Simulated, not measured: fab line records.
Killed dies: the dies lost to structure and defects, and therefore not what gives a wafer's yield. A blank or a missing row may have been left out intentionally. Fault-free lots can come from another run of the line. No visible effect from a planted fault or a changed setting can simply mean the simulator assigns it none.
fab line records | flow sky130
record lots=6 | wafers=18 | lastDay=49
route steps=708 shown POLY_GATE@234 LDD_N@237 LDD_P@255 PAD_OPEN@708
lots that met no fault: from a run of the same line without faults
startH: hours from the record's first day to the start of the lot's first wafer shown | waitH: how many hours have passed since the lot's step before this one | " identical to the entry in the row above | L1.1+2: one row covering several wafers at once | - no value present, or no start provided | * or withheld: withheld | < > ~ a bound
route shown NAME@n: a module of which the file shows steps, and the number in the route of the first | usual: mean/standard deviation taken from wafers without a fault | same: alike in all rows | chamber/n: place in a boat | sites: per-site readings | _std_site: the standard deviation of these | _edge_site: the outer-site mean with the inner-site mean subtracted | radiusMm: how far each site lies from the wafer's centre | mask NAME#n: copy n | behind: tool/chamber where the wafer was last shaped | hold: reason for holding the lot/hours on hold/outcome of the hold | device: which transistor (n, p or np) failed to switch | end of line: at the end of the route, the tests of the same wafers | where a step has no rows: the recipe by itself | killed: count of dies lost to structure and defects at first sort (not the wafer's yield) | map: per-die view of a wafer (x killed, . not killed, _ where there is no die)
set.NAME: the setting the step ran with; set.NAME@STEP: the setting that earlier step ran with | model.NAME: the simulator's own value behind a step, which no gauge read
lots at selected steps of the route; one table per step, one row per wafer
services: from which hour (startH, from the record's first day; less than 0 if before it) a tool's chamber was out of use, for how many hours, and why
## steps
# step SKY_POLY_GATE_OXIDATION_20
# recipe tempC=850 | ambient=O2 | stabiliseS=600 | purgeS=300 | targetThkA=40 | oxTimeS=899
# step SKY_POLY_GATE_THK_MEAS_21
# recipe reads=SiO2_of_POLY_GATE_OXIDATION_20
# usual POLY_GATE_OXIDATION_THK=4.02/0.1
lot.wafer | tool         | chamber | startH | waitH | POLY_GATE_OXIDATION_THK[nm]
L853.1    | filmMetro-01 | -       | 382.76 | 0.0   | 3.89
L853.2    | "            | -       | "      | "     | 3.87
L853.4    | "            | -       | "      | "     | 3.87
L856.2    | filmMetro-01 | -       | 406.65 | 0.0   | 3.96
L856.3    | "            | -       | "      | "     | 3.97
L856.4    | "            | -       | "      | "     | 3.98
L857.2    | filmMetro-01 | -       | 422.09 | 0.0   | 4.09
L857.3    | "            | -       | "      | "     | 4.08
L857.5    | "            | -       | "      | "     | 4.08
L869.1    | filmMetro-03 | -       | 537.59 | 0.0   | 3.95
L869.3    | "            | -       | "      | "     | 4.01
L869.6    | "            | -       | "      | "     | 3.84
L870.1    | filmMetro-03 | -       | 539.09 | 0.0   | 4.12
L870.2    | "            | -       | "      | "     | 4.14
L870.5    | "            | -       | "      | "     | 4.12
L873.1    | filmMetro-01 | -       | 561.69 | 0.0   | 4.01
L873.3    | "            | -       | "      | "     | 3.88
L873.5    | "            | -       | "      | "     | 3.86
# step SKY_POLY_GATE_CD_MEAS_22
# usual cdNm=150.1/2
lot.wafer | tool     | chamber | startH | waitH | cdNm
L853.1    | cdSem-02 | -       | 382.82 | 0.1   | 152.5
L853.2    | "        | -       | "      | "     | 151.6
L853.4    | "        | -       | "      | "     | 149.6
L856.2    | cdSem-01 | -       | 406.73 | 0.1   | 145.7
L856.3    | "        | -       | "      | "     | 146.0
L856.4    | "        | -       | "      | "     | 147.6
L857.2    | cdSem-02 | -       | 422.17 | 0.1   | 148.7
L857.3    | "        | -       | "      | "     | 147.5
L857.5    | "        | -       | "      | "     | 147.5
L869.1    | cdSem-01 | -       | 537.65 | 0.1   | 147.8
L869.3    | "        | -       | "      | "     | 150.1
L869.6    | "        | -       | "      | "     | 145.6
L870.1    | cdSem-01 | -       | 539.15 | 0.1   | 148.5
L870.2    | "        | -       | "      | "     | 148.7
L870.5    | "        | -       | "      | "     | 151.3
L873.1    | cdSem-01 | -       | 561.75 | 0.1   | 146.8
L873.3    | "        | -       | "      | "     | 147.9
L873.5    | "        | -       | "      | "     | 149.2
# step SKY_LDD_N_DEHYDRATE_00
# recipe tempC=200 | timeS=60
# step SKY_LDD_N_HMDS_01
# recipe primeTimeS=60 | primeTempC=120
# step SKY_LDD_N_COAT_02
# recipe resist=NOVOLAK | spinRpm=3000 | resistThkNm=300
# step SKY_LDD_N_SOFTBAKE_03
# recipe tempC=90 | timeS=60 | resist=NOVOLAK
# step SKY_LDD_N_EXPOSE_04
# recipe maskId=NTM | targetCdNm=840 | na=0.6 | sourceShape=conventional | sigmaOuter=0.6 | doseMj=110
# step SKY_LDD_N_PEB_05
# recipe tempC=withheld | timeS=* | resist=NOVOLAK
# step SKY_LDD_N_DEVELOP_06
# recipe developTimeS=60 | devTempC=23
# step SKY_LDD_N_OVL_MEAS_07
# usual LDD_N_OVL=-0.5/1.4
lot.wafer | tool       | chamber | startH | waitH | LDD_N_OVL[nm]
L853.1    | overlay-02 | -       | 411.76 | 0.1   | -2.1
L853.2    | "          | -       | "      | "     | -0.4
L853.4    | "          | -       | "      | "     | 0.5
L856.2    | overlay-02 | -       | 436.21 | 0.1   | -1.2
L856.3    | "          | -       | "      | "     | -1.3
L856.4    | "          | -       | "      | "     | -0.2
L857.2    | overlay-01 | -       | 451.58 | 0.1   | -0.1
L857.3    | "          | -       | "      | "     | -0.3
L857.5    | "          | -       | "      | "     | 1.4
L869.1    | overlay-01 | -       | 567.65 | 0.1   | -1.7
L869.3    | "          | -       | "      | "     | -2.3
L869.6    | "          | -       | "      | "     | -0.8
L870.1    | overlay-02 | -       | 568.42 | 0.1   | 2.1
L870.2    | "          | -       | "      | "     | 2.4
L870.5    | "          | -       | "      | "     | 1.5
L873.1    | overlay-01 | -       | 591.31 | 0.1   | -0.8
L873.3    | "          | -       | "      | "     | -1.8
L873.5    | "          | -       | "      | "     | -0.6
# step SKY_LDD_N_IMPLANT_08
# recipe species=As | energyKev=20 | doseCm2=7.5e+13 | tiltDeg=withheld | rotationDeg=23
# step SKY_LDD_N_IMPLANT_09
# recipe species=As | energyKev=20 | doseCm2=7.5e+13 | tiltDeg=withheld | rotationDeg=113
# usual beamOnS=9.98/0.18 | faradayCurrentUA=423/7.6
lot.wafer | tool         | chamber | startH | waitH | beamOnS | faradayCurrentUA
L853.1    | implanter-01 | 0       | 411.95 | 0.1   | 10.16   | 416
L853.2    | "            | 0       | "      | "     | 10.00   | 423
L853.4    | "            | 0       | "      | "     | 9.71    | 434
L853.1    | implanter-01 | 0       | 412.26 | 0.3   | 10.06   | 420
L853.2    | "            | 0       | "      | "     | 9.79    | 433
L853.4    | "            | 0       | "      | "     | 9.91    | 427
L856.2    | implanter-04 | 0       | 436.41 | 0.1   | 9.74    | 434
L856.3    | "            | 0       | "      | "     | 10.17   | 416
L856.4    | "            | 0       | "      | "     | 9.67    | 434
L857.2    | implanter-04 | 0       | 451.78 | 0.1   | 10.21   | 412
L857.3    | "            | 0       | "      | "     | 10.31   | 408
L857.5    | "            | 0       | "      | "     | 10.03   | 420
L857.2    | implanter-04 | 0       | 452.10 | 0.3   | 10.02   | 424
L857.3    | "            | 0       | "      | "     | 10.18   | 416
L857.5    | "            | 0       | "      | "     | 9.77    | 432
L869.1    | implanter-04 | 0       | 567.83 | 0.1   | 9.77    | 432
L869.3    | "            | 0       | "      | "     | 9.70    | 435
L869.6    | "            | 0       | "      | "     | 10.28   | 411
L870.1    | implanter-03 | 0       | 568.63 | 0.1   | 9.80    | 430
L870.2    | "            | 0       | "      | "     | 9.77    | 433
L870.5    | "            | 0       | "      | "     | 9.87    | 428
L873.1    | implanter-01 | 0       | 591.49 | 0.1   | 9.57    | 441
L873.3    | "            | 0       | "      | "     | 9.64    | 437
L873.5    | "            | 0       | "      | "     | 9.98    | 420
# step SKY_LDD_N_IMPLANT_10
# recipe species=As | energyKev=20 | doseCm2=7.5e+13 | tiltDeg=withheld | rotationDeg=203
# step SKY_LDD_N_IMPLANT_11
# recipe species=As | energyKev=20 | doseCm2=7.5e+13 | tiltDeg=withheld | rotationDeg=293
# step SKY_LDD_N_IMPLANT_12
# recipe species=BF2 | energyKev=50 | doseCm2=5e+12 | tiltDeg=30 | rotationDeg=0
# step SKY_LDD_N_IMPLANT_13
# recipe species=BF2 | energyKev=50 | doseCm2=5e+12 | tiltDeg=30 | rotationDeg=90
# step SKY_LDD_N_IMPLANT_14
# recipe species=BF2 | energyKev=50 | doseCm2=5e+12 | tiltDeg=30 | rotationDeg=180
# step SKY_LDD_N_IMPLANT_15
# recipe species=BF2 | energyKev=50 | doseCm2=5e+12 | tiltDeg=30 | rotationDeg=270
# step SKY_LDD_N_STRIP_16
# recipe chemistry=O2/N2 | powerW=1400 | pressureMtorr=1500 | platenTempC=withheld | o2FlowSccm=3000 | n2FlowSccm=300 | overashFraction=0.5
# usual drypumpMotorCurrentA=6.1/0.48 | oesProductAu=0.406/0.0047 | stripTimeToEndpointS=4.309/0.014
lot.wafer | tool           | chamber | startH | waitH | drypumpMotorCurrentA | oesProductAu | rfHoursCounterH | stripTimeToEndpointS
L853.1    | plasmaAsher-04 | 0       | 413.31 | 0.1   | 6.1                  | 0.406        | 72              | 4.510
L853.2    | "              | 1       | "      | "     | 5.4                  | 0.409        | 72              | 4.519
L853.4    | "              | 1       | "      | "     | 5.4                  | 0.404        | -               | 4.517
L856.2    | plasmaAsher-04 | 0       | 437.44 | 0.1   | 6.1                  | 0.408        | 74              | 4.323
L856.3    | "              | 0       | "      | "     | 6.1                  | 0.403        | -               | 4.327
L856.4    | "              | 1       | "      | "     | 5.4                  | 0.402        | -               | 4.315
L857.2    | plasmaAsher-03 | 0       | 453.13 | 0.1   | 6.8                  | 0.406        | 32              | 4.518
L857.3    | "              | 1       | "      | "     | 6.7                  | 0.403        | -               | 4.522
L857.5    | "              | 0       | "      | "     | 6.7                  | 0.404        | -               | 4.508
L869.1    | plasmaAsher-03 | 1       | 568.88 | 0.1   | 6.7                  | 0.407        | 44              | 4.312
L869.3    | "              | 0       | "      | "     | 6.7                  | 0.407        | -               | 4.292
L869.6    | "              | 0       | "      | "     | 6.7                  | 0.409        | -               | 4.303
L870.1    | plasmaAsher-01 | 1       | 569.68 | 0.1   | 5.7                  | 0.405        | 74              | 4.303
L870.2    | "              | 0       | "      | "     | 5.9                  | 0.414        | 74              | 4.329
L870.5    | "              | 0       | "      | "     | 6.0                  | 0.404        | -               | 4.321
L873.1    | plasmaAsher-04 | 0       | 592.54 | 0.1   | 6.1                  | 0.398        | 90              | 4.314
L873.3    | "              | 0       | "      | "     | 6.1                  | 0.399        | -               | 4.312
L873.5    | "              | 0       | "      | "     | 6.1                  | 0.407        | -               | 4.327
# step SKY_LDD_N_TW_MEAS_17
# usual LDD_N_TW=2570/21
lot.wafer | tool         | chamber | startH | waitH | LDD_N_TW
L853.1    | filmMetro-01 | -       | 413.41 | 0.1   | 2668
L853.2    | "            | -       | "      | "     | 2675
L853.4    | "            | -       | "      | "     | 2682
L856.2    | filmMetro-01 | -       | 437.55 | 0.1   | 2575
L856.3    | "            | -       | "      | "     | 2578
L856.4    | "            | -       | "      | "     | 2575
L857.2    | filmMetro-02 | -       | 453.24 | 0.1   | 2638
L857.3    | "            | -       | "      | "     | 2650
L857.5    | "            | -       | "      | "     | 2643
L869.1    | filmMetro-01 | -       | 568.98 | 0.1   | 2546
L869.3    | "            | -       | "      | "     | 2560
L869.6    | "            | -       | "      | "     | 2566
L870.1    | filmMetro-04 | -       | 569.78 | 0.1   | 2598
L870.2    | "            | -       | "      | "     | 2591
L870.5    | "            | -       | "      | "     | 2609
L873.1    | filmMetro-01 | -       | 592.64 | 0.1   | 2575
L873.3    | "            | -       | "      | "     | 2572
L873.5    | "            | -       | "      | "     | 2573
# step SKY_LDD_P_DEHYDRATE_00
# recipe tempC=200 | timeS=60
# step SKY_PAD_OPEN_PROBE_99
# usual killed_at_M0_to_M3=44/7.2 | killed_at_M4_up=3.1/1.8 | killedAtContacts=24/4.5 | killedAtFrontEnd=16/4.4 | killedAtOther=0.2/0.42 | killedDies=87/8.9 | killedOpen=48/6.4 | killedShort=39/6.2
# same grossDies=492 | killedAtBackSide=0
lot.wafer | tool      | chamber | startH  | waitH | killed_at_M0_to_M3 | killed_at_M4_up | killedAtContacts | killedAtFrontEnd | killedAtOther | killedDies | killedOpen | killedShort | model.etest.tipN.rsOhmSq | model.etest.nfet_01v8_swapped.vtSatV
L853.1    | prober-01 | -       | 1072.98 | 0.1   | 35                 | 5               | 21               | 16               | 0             | 77         | 37         | 40          | 383.4                    | 0.6338
L853.2    | prober-01 | -       | 1073.03 | 0.1   | 57                 | 5               | 28               | 16               | 0             | 106        | 58         | 48          | 384.2                    | 0.6386
L853.4    | prober-01 | -       | 1073.13 | 0.2   | 45                 | 1               | 20               | 12               | 0             | 78         | 43         | 35          | 384.1                    | 0.6307
L856.2    | prober-02 | -       | 1088.36 | 0.1   | 56                 | 4               | 27               | 16               | 0             | 103        | 55         | 48          | 444.2                    | 0.6514
L856.3    | prober-02 | -       | 1088.41 | 0.2   | 43                 | 3               | 22               | 14               | 0             | 82         | 49         | 33          | 440.4                    | 0.6524
L856.4    | prober-02 | -       | 1088.46 | 0.2   | 51                 | 0               | 24               | 18               | 1             | 94         | 61         | 33          | 443.3                    | 0.6547
L857.2    | prober-01 | -       | 1097.43 | 0.1   | 51                 | 3               | 27               | 22               | 0             | 103        | 62         | 41          | 395.7                    | 0.6211
L857.3    | prober-01 | -       | 1097.48 | 0.2   | 62                 | 3               | 27               | 18               | 0             | 110        | 57         | 53          | 395.4                    | 0.6186
L857.5    | prober-01 | -       | 1097.58 | 0.2   | 38                 | 5               | 28               | 18               | 0             | 89         | 51         | 38          | 394                      | 0.6181
L869.1    | prober-01 | -       | 1172.32 | 0.1   | 37                 | 0               | 17               | 25               | 0             | 79         | 50         | 29          | 437                      | 0.645
L869.3    | prober-01 | -       | 1172.42 | 0.2   | 42                 | 7               | 18               | 12               | 1             | 80         | 38         | 42          | 439.6                    | 0.6466
L869.6    | prober-01 | -       | 1172.57 | 0.2   | 49                 | 3               | 23               | 7                | 0             | 82         | 50         | 32          | 439.8                    | 0.6478
L870.1    | prober-02 | -       | 1174.22 | 0.1   | 50                 | 4               | 19               | 9                | 0             | 82         | 46         | 36          | 437                      | 0.6409
L870.2    | prober-02 | -       | 1174.27 | 0.1   | 36                 | 2               | 19               | 17               | 0             | 74         | 41         | 33          | 436.1                    | 0.6407
L870.5    | prober-02 | -       | 1174.42 | 0.2   | 66                 | 2               | 24               | 11               | 0             | 103        | 54         | 49          | 440.9                    | 0.646
L873.1    | prober-01 | -       | 1187.67 | 0.1   | 40                 | 1               | 16               | 19               | 1             | 77         | 40         | 37          | 442.6                    | 0.6418
L873.3    | prober-01 | -       | 1187.77 | 0.2   | 43                 | 4               | 22               | 16               | 0             | 85         | 44         | 41          | 443.7                    | 0.6508
L873.5    | prober-01 | -       | 1187.87 | 0.2   | 37                 | 0               | 29               | 21               | 1             | 88         | 49         | 39          | 445.5                    | 0.651
# killed by level:class
L853.1 VIA1:geometricParticle:open=7 LI_CONTACT:geometricParticle:open=6 VIA1:geometricParticle:short=5 CONTACT:geometricParticle:open=5 METAL2:geometricParticle:short=5 FIELD_ISO:geometricParticle:open=4 POLY_GATE:geometricParticle:short=4 LI_CONTACT:geometricParticle:short=4
L853.2 VIA1:geometricParticle:open=15 VIA1:geometricParticle:short=11 CONTACT:geometricParticle:open=10 LI_CONTACT:geometricParticle:open=7 POLY_GATE:geometricParticle:short=6 LI_CONTACT:geometricParticle:short=5 VIA3:geometricParticle:open=5 POLY_GATE:geometricParticle:open=4
L853.4 VIA1:geometricParticle:open=10 CONTACT:geometricParticle:open=9 METAL2:geometricParticle:short=7 METAL3:geometricParticle:short=5 LI_CONTACT:geometricParticle:open=4 METAL1:geometricParticle:short=4 VIA2:geometricParticle:open=4 POLY_GATE:geometricParticle:open=3
L856.2 VIA1:geometricParticle:open=12 CONTACT:geometricParticle:open=9 VIA2:geometricParticle:open=8 METAL1:geometricParticle:short=7 VIA1:geometricParticle:short=7 VIA3:geometricParticle:open=7 LI_CONTACT:geometricParticle:open=6 LOCAL_INTERCONNECT:geometricParticle:short=5
L856.3 VIA1:geometricParticle:open=9 VIA1:geometricParticle:short=7 CONTACT:geometricParticle:short=7 CONTACT:geometricParticle:open=7 VIA3:geometricParticle:open=7 FIELD_ISO:geometricParticle:open=5 LI_CONTACT:geometricParticle:open=4 LOCAL_INTERCONNECT:geometricParticle:short=4
L856.4 CONTACT:geometricParticle:open=15 VIA1:geometricParticle:open=15 VIA3:geometricParticle:open=8 FIELD_ISO:geometricParticle:open=7 FIELD_ISO:geometricParticle:short=5 METAL1:geometricParticle:short=5 LI_CONTACT:geometricParticle:open=4 VIA2:geometricParticle:short=4
L857.2 VIA1:geometricParticle:open=16 VIA3:geometricParticle:open=10 LI_CONTACT:geometricParticle:open=7 FIELD_ISO:geometricParticle:short=6 POLY_GATE:geometricParticle:open=6 CONTACT:geometricParticle:open=6 VIA2:geometricParticle:open=6 FIELD_ISO:geometricParticle:open=5
L857.3 VIA1:geometricParticle:open=12 METAL2:geometricParticle:short=10 CONTACT:geometricParticle:open=9 VIA3:geometricParticle:open=8 METAL1:geometricParticle:short=7 LOCAL_INTERCONNECT:geometricParticle:short=6 METAL3:geometricParticle:short=6 POLY_GATE:geometricParticle:open=5
L857.5 CONTACT:geometricParticle:open=11 VIA3:geometricParticle:open=10 VIA1:geometricParticle:open=9 LI_CONTACT:geometricParticle:open=8 POLY_GATE:geometricParticle:short=7 METAL1:geometricParticle:short=6 FIELD_ISO:geometricParticle:short=5 CONTACT:geometricParticle:short=5
L869.1 FIELD_ISO:geometricParticle:open=12 VIA2:geometricParticle:open=11 CONTACT:geometricParticle:open=8 VIA1:geometricParticle:open=7 POLY_CUT:geometricParticle:short=4 LI_CONTACT:geometricParticle:short=4 LI_CONTACT:geometricParticle:open=4 VIA1:geometricParticle:short=4
L869.3 VIA1:geometricParticle:open=11 VIA2:geometricParticle:open=8 METAL2:geometricParticle:short=7 CONTACT:geometricParticle:open=6 LI_CONTACT:geometricParticle:open=5 CONTACT:geometricParticle:short=5 METAL1:geometricParticle:short=5 POLY_GATE:geometricParticle:open=4
L869.6 LI_CONTACT:geometricParticle:open=10 CONTACT:geometricParticle:open=9 VIA1:geometricParticle:open=8 VIA2:geometricParticle:open=8 VIA3:geometricParticle:open=7 VIA2:geometricParticle:short=5 POLY_GATE:geometricParticle:open=4 LI_CONTACT:geometricParticle:short=4
L870.1 VIA1:geometricParticle:open=15 METAL1:geometricParticle:short=7 VIA2:geometricParticle:open=7 VIA1:geometricParticle:short=6 CONTACT:geometricParticle:short=5 CONTACT:geometricParticle:open=5 VIA3:geometricParticle:open=5 LI_CONTACT:geometricParticle:open=4
L870.2 CONTACT:geometricParticle:open=8 METAL1:geometricParticle:short=7 POLY_GATE:geometricParticle:open=7 VIA1:geometricParticle:open=7 VIA2:geometricParticle:open=6 VIA3:geometricParticle:open=6 VIA1:geometricParticle:short=4 VIA2:geometricParticle:short=4
L870.5 VIA1:geometricParticle:open=15 METAL1:geometricParticle:short=10 VIA2:geometricParticle:open=10 CONTACT:geometricParticle:open=9 VIA3:geometricParticle:open=7 LOCAL_INTERCONNECT:geometricParticle:short=6 METAL2:geometricParticle:short=6 METAL3:geometricParticle:short=6
L873.1 VIA1:geometricParticle:open=9 LI_CONTACT:geometricParticle:open=8 METAL1:geometricParticle:short=7 METAL2:geometricParticle:short=5 VIA1:geometricParticle:short=5 POLY_GATE:geometricParticle:open=4 POLY_GATE:geometricParticle:short=4 CONTACT:geometricParticle:open=4
L873.3 VIA1:geometricParticle:open=10 CONTACT:geometricParticle:open=8 VIA1:geometricParticle:short=8 LI_CONTACT:geometricParticle:open=5 FIELD_ISO:geometricParticle:open=4 SPACER:geometricParticle:short=4 CONTACT:geometricParticle:short=4 METAL1:geometricParticle:short=4
L873.5 CONTACT:geometricParticle:open=9 VIA1:geometricParticle:open=9 LI_CONTACT:geometricParticle:open=7 VIA2:geometricParticle:open=7 CONTACT:geometricParticle:short=7 FIELD_ISO:geometricParticle:short=6 METAL2:geometricParticle:short=5 FIELD_ISO:geometricParticle:open=4
## services
tool           | chamber | startH | hours | kind
implanter-04   | -       | 400.65 | 1.7   | repair
implanter-04   | -       | 416.44 | 3.4   | pm
plasmaAsher-01 | -       | 417.94 | 3.0   | repair
implanter-03   | -       | 427.16 | 1.8   | repair
plasmaAsher-04 | -       | 431.31 | 3.4   | repair
implanter-01   | -       | 431.83 | 2.7   | repair
implanter-04   | -       | 444.44 | 2.9   | repair
implanter-04   | -       | 564.65 | 0.5   | repair
implanter-04   | -       | 588.23 | 1.9   | repair
## key
firstSign step=SKY_LDD_N_IMPLANT_09 | reading=visit | direction=added
effect step=SKY_LDD_N_STRIP_16 | reading=stripTimeToEndpointS | direction=up | sigmas=15 | usual=* | struck=*
effect step=SKY_LDD_N_TW_MEAS_17 | reading=LDD_N_TW | direction=up | sigmas=4.3 | usual=2570 | struck=2660
modelEffect step=SKY_PAD_OPEN_PROBE_99 | value=etest.tipN.rsOhmSq | without=446.1 | struck=389.5
metAt SKY_LDD_N_IMPLANT_09
struckWafers L853.1,L853.2,L853.4,L857.2,L857.3,L857.5
testerLeftOut L853,L857
fault kind=repeatedStepWhole | tool=implanter-01,implanter-03,implanter-04 | chamber=- | onsetH=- | steps=SKY_LDD_N_IMPLANT_09 | times=1 | scope=struckLotsOnly
# testerLeftOut: of these lots the tester's yield and bins aren't shown, on N5 and GAA mostly nor the transistor test; their killed dies are dies lost to structure and defects alone, not to doping, threshold or leakage, so they don't give the yield
